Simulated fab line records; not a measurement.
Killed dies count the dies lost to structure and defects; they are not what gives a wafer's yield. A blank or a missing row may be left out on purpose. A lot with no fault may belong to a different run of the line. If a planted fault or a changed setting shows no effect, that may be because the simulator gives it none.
Which tool was responsible?    flow sky130    Sampling: 11 lots, 33 wafers, 5 of 708 route steps

WHAT EACH GAUGE READ, for each wafer
SKY_VIA2_THK_MEAS_01.
lot   measured      on            VIA2_HDPCVD_THK (nm)
L209  day 35 14:53  filmMetro-03  1184 1186 1181
L212  day 36 14:11  filmMetro-02  1193 1185 1198
L213  day 36 15:17  filmMetro-02  1180 1181 1172
L216  day 37 16:46  filmMetro-02  1184 1181 1195
L215  day 37 17:10  filmMetro-02  1188 1189 1191
L217  day 38 07:53  filmMetro-01  1180 1173 1173
L221  day 39 12:51  filmMetro-03  1211 1199 1204
L223  day 39 20:47  filmMetro-03  1298 1300 1310
L224  day 40 08:35  filmMetro-01  1326 1311 1323
L229  day 41 14:48  filmMetro-02  1172 1164 1177
L230  day 41 19:13  filmMetro-01  1179 1178 1189

SKY_VIA2_THK_MEAS_23: measures by xrf.
lot   measured      on            VIA2_W_THK (nm)
L209  day 36 18:48  filmMetro-03  435 436 425
L212  day 37 18:07  filmMetro-02  423 427 426
L213  day 37 19:27  filmMetro-02  436 432 435
L216  day 38 21:10  filmMetro-02  438 446 440
L215  day 38 21:17  filmMetro-03  431 427 428
L217  day 39 10:18  filmMetro-02  432 438 434
L221  day 40 15:23  filmMetro-01  430 429 433
L223  day 40 22:47  filmMetro-02  442 437 438
L224  day 41 10:19  filmMetro-03  435 431 437
L229  day 42 15:52  filmMetro-03  433 427 441
L230  day 42 21:18  filmMetro-03  427 432 425

TOOL THAT RAN EACH LOT (tool first, then ch and the chambers of the sampled wafers, then the start)
lot   SKY_CONTACT_STRIP_19                 SKY_VIA1_CVD_21               SKY_VIA2_HDPCVD_00
L209  plasmaAsher-04 ch 0,1, day 31 23:51  cvdW-02 ch 0,1, day 34 10:11  hdpcvd-01 ch 1,2, day 35 14:45
L212  plasmaAsher-04 ch 0,1, day 33 00:22  cvdW-02 ch 0,1, day 35 09:31  hdpcvd-01 ch 1,2, day 36 14:03
L213  plasmaAsher-04 ch 0,1, day 33 01:57  cvdW-02 ch 0,1, day 35 11:19  hdpcvd-01 ch 0,1, day 36 15:08
L216  plasmaAsher-01 ch 0,1, day 34 04:17  cvdW-02 ch 0,1, day 36 13:16  hdpcvd-02 ch 1,2, day 37 16:37
L215  plasmaAsher-03 ch 0,1, day 34 04:37  cvdW-02 ch 0,1, day 36 13:19  hdpcvd-01 ch 1,2, day 37 17:02
L217  plasmaAsher-03 ch 0,1, day 34 20:16  cvdW-02 ch 0,1, day 37 04:46  hdpcvd-02 ch 1,2, day 38 07:44
L221  plasmaAsher-01 ch 0,1, day 36 01:46  cvdW-01 ch 1, day 38 09:17    hdpcvd-01 ch 0,1,2, day 39 12:44
L223  plasmaAsher-04 ch 0,1, day 36 08:13  cvdW-01 ch 0,1, day 38 17:16  hdpcvd-01 ch 0,2, day 39 20:39
L224  plasmaAsher-04 ch 0,1, day 36 22:01  cvdW-01 ch 0,1, day 39 05:37  hdpcvd-01 ch 0,1,2, day 40 08:27
L229  plasmaAsher-03 ch 0,1, day 38 07:19  cvdW-01 ch 0,1, day 40 13:08  hdpcvd-02 ch 0,1,2, day 41 14:40
L230  plasmaAsher-01 ch 0,1, day 38 10:55  cvdW-01 ch 0,1, day 40 17:07  hdpcvd-02 ch 1,2, day 41 19:04
- SKY_CONTACT_STRIP_19: strips in O2/N2.
- SKY_VIA1_CVD_21: deposits W, target thk 270 nm, time 80.902 s.
- SKY_VIA2_HDPCVD_00: deposits SiO2, target thk 1180 nm, time 196.7 s.

AS READ BY THE TOOLS THEMSELVES (means over the sampled wafers that have a number; for cases with no such wafer, the mark the record gives instead)
SKY_CONTACT_STRIP_19.
lot   tool            drypumpMotorCurrentA (A)  n2FlowSccm (sccm)  oesProductAu (a.u.)  stripTimeToEndpointS (s)
L209  plasmaAsher-04  5.5                       301.1              0.379                3.599
L212  plasmaAsher-04  5.4                       300.6              0.381                3.645
L213  plasmaAsher-04  5.5                       299.9              0.381                3.636
L216  plasmaAsher-01  5.8                       300.3              0.382                3.633
L215  plasmaAsher-03  5.4                       299.4              0.382                3.619
L217  plasmaAsher-03  5.4                       300.9              0.379                3.627
L221  plasmaAsher-01  6.0                       299.1              0.381                3.634
L223  plasmaAsher-04  5.5                       299.7              0.377                3.638
L224  plasmaAsher-04  5.4                       300.9              0.379                3.616
L229  plasmaAsher-03  5.5                       299.2              0.386                3.642
L230  plasmaAsher-01  6.0                       299.3              0.382                3.648

SKY_VIA1_CVD_21.
lot   tool     heaterPowerW (W)
L209  cvdW-02  798
L212  cvdW-02  878
L213  cvdW-02  883
L216  cvdW-02  808
L215  cvdW-02  868
L217  cvdW-02  824
L221  cvdW-01  781
L223  cvdW-01  851
L224  cvdW-01  884
L229  cvdW-01  848
L230  cvdW-01  841

SKY_VIA2_HDPCVD_00.
lot   tool       runLengthS (s)
L209  hdpcvd-01  224.5
L212  hdpcvd-01  224.1
L213  hdpcvd-01  224.8
L216  hdpcvd-02  224.2
L215  hdpcvd-01  224.4
L217  hdpcvd-02  224.4
L221  hdpcvd-01  224.4
L223  hdpcvd-01  243.9
L224  hdpcvd-01  243.9
L229  hdpcvd-02  224.6
L230  hdpcvd-02  224.0

THE ANSWER, worked out from the rows above alone
Rule: the lots themselves supply what counts as usual. Put in order of their means at a reading, lots are off if they are a third of the lots or fewer, leave a main group of 4 or more, and stand apart from it by a gap of 3 or more times the standard deviation of the main group's means; of several such gaps the widest counts. A main group is skipped when, at the precision printed for the reading in the tables above, its means are all equal. A lot without any number at a reading at which 4 lots or more have one is off too. All remaining lots with rows at the step are treated as sound. First the gauges in route order, then the tools' own readings, where a lot's mean is used as printed above. The first step at which some lot is off is used, and at that step the reading that is off furthest; a lot without a number counts as furthest.
Off: at SKY_VIA2_THK_MEAS_01 (VIA2_HDPCVD_THK), L223, L224. Main group: mean 1185 nm, sd 9.5.
If a tool, at a process step before that reading, ran all the lots that are off and no sound lot after the first of them, it fits. The gauges at SKY_VIA2_THK_MEAS_01 aren't tried: what is off there is off at SKY_VIA2_HDPCVD_00 too, on other tools, and a gauge's error can't cause that. Undecided on this evidence; 2 tools fit (plasmaAsher-04 at SKY_CONTACT_STRIP_19, hdpcvd-01 at SKY_VIA2_HDPCVD_00).

WHAT WAS PUT IN BY THE SIMULATOR
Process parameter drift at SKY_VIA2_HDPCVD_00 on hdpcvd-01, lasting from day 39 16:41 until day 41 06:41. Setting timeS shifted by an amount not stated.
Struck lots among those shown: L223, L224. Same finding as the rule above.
